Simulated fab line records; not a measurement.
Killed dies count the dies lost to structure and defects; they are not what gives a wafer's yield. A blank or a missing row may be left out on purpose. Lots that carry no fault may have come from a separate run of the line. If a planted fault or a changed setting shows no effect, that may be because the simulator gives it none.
8D (eight disciplines) problem report, filled in by code | flow gf180mcu | the parts of the form that need people (team, actions taken, sign-off) are left out

## 1. WHAT IS WRONG
chamber-pressure-pa at GF_TOP_METAL_SPUTTER_02 reads a mean of 0.2528 Pa on 6 wafers of 2 lots; wafers without a fault read 0.3000 Pa with a standard deviation of 0.00062. Measured from the usual mean, that is -76 standard deviations.
The step: material AlCu, target thk 900 nm, time 47.82 s.
Seen first at day 30 16:19 on pvd-sputter-04, wafer L163.1. At this step, 42 wafers from 14 lots have a number in the record. The rule behind "out" and "out of limits": a value lying over 4 standard deviations away from the usual mean. Any other wafer with a number is counted as sound.

## 2. WHAT THIS IS AND IS NOT
question                    | is                     | is not
which readings at this step | chamber-pressure-pa    | -
which lots                  | L163, L164             | L152, L153, L154, L155, L156, L160, L168, L169, L171, L172, L173, L175
which wafers of those lots  | all that have a number | -
read on which tools         | pvd-sputter-04         | pvd-sputter-01, pvd-sputter-03
when                        | from day 30 16:19      | up to then (18 sound wafers); but 18 sound wafers of L168, L169, L171, L172, L173, L175 came after

## 3. WHAT RULES OUT EACH SUSPECT
Counting: a tool at a process step up to the reading stays a suspect if it ran every lot that is out and no sound lot after the first of them.
- pvd-sputter-04 at GF_TOP_METAL_SPUTTER_02 (material AlCu, target thk 900 nm, time 47.82 s): ruled out as a lasting fault. Following L163 (day 30 16:19), the first lot on it that is out, the sound lots L175 were run on it.
Left after counting: nothing in the record.

## 4. THE CAUSE (what the simulator had put in)
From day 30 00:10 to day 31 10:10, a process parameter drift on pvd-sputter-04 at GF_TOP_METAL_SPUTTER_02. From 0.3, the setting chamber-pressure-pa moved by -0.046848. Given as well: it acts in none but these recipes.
Counting ruled it out, wrongly.

## 5. THE CHAIN OF EFFECTS, in route order
Each row: a reading where the mean over the struck wafers with a number is more than 3 standard deviations away from the usual. Readings are gone through only where the record gives a usual standard deviation; hours: the median, over the lots, of the time from a lot's start at the first step in this table giving one to that lot's start at this step; sigmas: the change measured in usual standard deviations.
hours | step                    | reading             | usual     | on struck wafers | change  | sigmas
0     | GF_TOP_METAL_SPUTTER_02 | chamber-pressure-pa | 0.3000 Pa | 0.2528           | -0.0472 | -76
Process steps it contains:
- GF_TOP_METAL_SPUTTER_02: material AlCu, target thk 900 nm, time 47.82 s.
At these later measuring or inspecting steps, every struck wafer for which the step has a row has a number for every such reading, and none has moved that far: GF_TOP_METAL_RS_MEAS_05.

## 6. HOW IT WOULD HAVE BEEN CAUGHT EARLIER
16 hours passed between the start of the fault at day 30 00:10 and the first reading out of limits in this record, taken at day 30 16:19.
